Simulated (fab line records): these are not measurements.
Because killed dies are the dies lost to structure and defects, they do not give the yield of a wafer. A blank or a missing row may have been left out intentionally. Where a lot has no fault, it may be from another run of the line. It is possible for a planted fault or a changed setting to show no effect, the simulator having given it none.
The same fault as seen by 2 desks + flow gf180mcu + numbers are kept per desk, each desk with only its own; the story behind them comes last

THE TOOL OWNER'S DESK: ilineStepper-02
The tool's own readings at GF_NWELL_EXPOSE_04 (exposes mask Nwell, target cd 860 nm): means of the sampled wafers that have a number, for each lot that ran on this tool. If a lot's mean is further than 4 standard deviations from the usual mean, the lot is out of limits and carries the mark OUT (the distance appears in the brackets).
Columns: A = reticleTempC at GF_NWELL_EXPOSE_04, usual 22.98 C
| lot  | first seen here | A     |
|------|-----------------|-------|
| L346 | day 3 06:26     | 23.03 |
| L354 | day 5 02:05     | 22.99 |
| L358 | day 5 23:49     | 22.90 |
| L361 | day 6 16:49     | 23.04 |
Finding of this desk: none of the 4 lots has anything out of limits.

METROLOGY DESK
What the gauges read, lot by lot, whatever tool the lot ran on: means of the sampled wafers that have a number. If a lot's mean is further than 4 standard deviations from the usual mean, the lot is out of limits and carries the mark OUT (the distance appears in the brackets).
Columns: A = DNWELL_TW at GF_DNWELL_TW_MEAS_09, usual 1373; B = NWELL_OVL at GF_NWELL_OVL_MEAS_07, usual -0.9 nm; C = NWELL_TW at GF_NWELL_TW_MEAS_11, usual 1603; D = LVPWELL_OVL at GF_LVPWELL_OVL_MEAS_07, usual -0.1 nm; E = LVPWELL_TW at GF_LVPWELL_TW_MEAS_11, usual 570; F = MVSD_OVL at GF_MVSD_OVL_MEAS_07, usual -1.3 nm
| lot  | first seen here | A    | B    | C    | D    | E   | F    |
|------|-----------------|------|------|------|------|-----|------|
| L345 | day 2 20:02     | 1382 | -0.6 | 1602 | 0.4  | 568 | -0.6 |
| L346 | day 3 00:35     | 1374 | -0.9 | 1602 | 1.7  | 565 | -2.3 |
| L350 | day 3 21:42     | 1398 | 0.0  | 1598 | -0.4 | 574 | -1.2 |
| L354 | day 4 19:00     | 1359 | -1.7 | 1614 | 0.7  | 575 | -1.3 |
| L358 | day 5 16:26     | 1374 | -1.7 | 1615 | 0.7  | 575 | -1.4 |
| L361 | day 6 08:38     | 1384 | -0.6 | 1595 | -0.0 | 569 | -1.7 |
Finding of this desk: none of the 6 lots has anything out of limits.

TAKEN TOGETHER
The tool owner's desk saw nothing out of limits.
At the metrology desk, nothing out of limits was observed.

WHAT HAD BEEN PUT IN BY THE SIMULATOR
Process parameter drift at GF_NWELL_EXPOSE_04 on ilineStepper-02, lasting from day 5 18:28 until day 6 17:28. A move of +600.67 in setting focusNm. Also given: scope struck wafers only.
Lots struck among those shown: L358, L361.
